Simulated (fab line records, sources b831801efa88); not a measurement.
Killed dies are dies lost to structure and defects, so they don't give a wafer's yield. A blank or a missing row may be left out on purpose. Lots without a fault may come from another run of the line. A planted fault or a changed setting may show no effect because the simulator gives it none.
Which tool did it? | flow gf180mcu | 7 lots, 21 wafers sampled, at 1 step of a route of 602

WHAT THE GAUGES READ, wafer by wafer
GF_STI_THK_MEAS_30.
lot  | measured    | on            | STI_OXIDATION_02_THK (nm)
L561 | day 2 11:04 | film_metro-02 | 10.17 10.36 10.23
L563 | day 2 23:50 | film_metro-03 | 10.01 9.98 10.18
L566 | day 3 15:26 | film_metro-03 | 10.29 10.26 10.24
L568 | day 3 23:35 | film_metro-03 | 9.79 9.79 9.89
L571 | day 4 16:12 | film_metro-03 | 9.76 10.02 9.82
L576 | day 5 16:26 | film_metro-04 | 9.80 9.75 9.96
L582 | day 6 23:04 | film_metro-02 | 10.02 10.07 10.07

WHICH TOOL RAN EACH LOT (tool, then ch and the chambers of the sampled wafers, then the start)
The record holds no process step before these readings.

THE ANSWER, worked out from the rows above alone
Rule: what is usual is taken from the lots themselves. Put in order of their means at a reading, lots are off if they are a third of the lots or fewer, leave a main group of 4 or more, and stand apart from it by a gap of 3 or more times the standard deviation of the main group's means; of several such gaps the widest counts. A main group whose means are all the same, to the digits that the tables above print for the reading, isn't used. A lot without any number at a reading at which 4 lots or more have one is off too. The other lots that the step has rows for count as sound.
No lot is off at any reading shown: from this, nothing can be told.

WHAT THE SIMULATOR HAD PUT IN
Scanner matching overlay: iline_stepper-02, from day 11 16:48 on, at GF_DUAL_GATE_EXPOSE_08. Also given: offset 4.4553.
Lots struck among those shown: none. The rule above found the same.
